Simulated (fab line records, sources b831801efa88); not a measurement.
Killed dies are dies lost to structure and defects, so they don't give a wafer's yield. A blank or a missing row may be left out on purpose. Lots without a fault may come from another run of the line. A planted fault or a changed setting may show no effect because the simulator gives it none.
One fault seen from 2 desks | flow gf180mcu | each desk has only its own numbers; what lay behind them comes last

THE TOOL OWNER'S DESK: pvd_sputter-03
The tool's own readings at GF_SALICIDE_SPUTTER_02 (material Co, target thk 10 nm, time 20 s): means of the sampled wafers that have a number, for each lot that ran on this tool. A lot is out of limits, marked OUT, if its mean lies more than 4 standard deviations from the usual mean; the brackets give that distance.
Columns: A = throttle_valve_pct at GF_SALICIDE_SPUTTER_02, usual 29.8 %
lot  | first seen here | A
L223 | day 15 18:25    | 29.4
L231 | day 19 00:25    | 30.1
L241 | day 22 10:34    | 29.9
This desk's finding: nothing out of limits on any of the 3 lots.

THE METROLOGY DESK
What the gauges read, lot by lot, whatever tool the lot ran on: means of the sampled wafers that have a number. A lot is out of limits, marked OUT, if its mean lies more than 4 standard deviations from the usual mean; the brackets give that distance.
Columns: A = PSD_OVL at GF_PSD_OVL_MEAS_08, usual -0.4 nm; B = SALICIDE_TIN_RS at GF_SALICIDE_RS_MEAS_04, usual 16.46 ohm/sq
lot  | first seen here | A    | B
L221 | day 14 05:23    | -0.3 | 16.22
L222 | day 14 09:56    | 0.1  | 16.26
L223 | day 14 19:57    | 0.8  | 16.26
L224 | day 15 00:59    | 1.5  | 16.41
L226 | day 15 23:26    | -1.2 | 16.52
L231 | day 17 23:06    | 0.7  | 18.06 (+6.4) OUT
L235 | day 19 05:55    | -2.1 | 16.80
L236 | day 19 13:05    | -1.7 | 16.54
L237 | day 19 20:23    | -0.8 | 16.61
L239 | day 20 14:33    | 0.7  | 16.30
L240 | day 20 23:36    | -1.9 | 16.15
L241 | day 21 09:15    | 0.7  | 15.93
L243 | day 21 18:47    | -0.6 | 16.33
This desk's finding: out of limits on L231; first on L231, day 19 00:29 (SALICIDE_TIN_RS at GF_SALICIDE_RS_MEAS_04). In limits: L221, L222, L223, L224, L226, L235, L236, L237, L239, L240, L241, L243.

PUT TOGETHER
The metrology desk could have raised an alarm at day 19 00:29, on L231.
The tool owner's desk saw nothing out of limits.
The tool owner's desk has L231 on record, within its limits.
Of the lots named, all ran GF_SALICIDE_SPUTTER_02 on pvd_sputter-03.

WHAT THE SIMULATOR HAD PUT IN
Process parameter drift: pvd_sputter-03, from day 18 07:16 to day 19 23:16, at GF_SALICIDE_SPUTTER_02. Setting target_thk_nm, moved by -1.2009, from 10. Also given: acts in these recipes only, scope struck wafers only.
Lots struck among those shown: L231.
Hours from the fault's start to each desk's first reading out of limits: the metrology desk, 17.
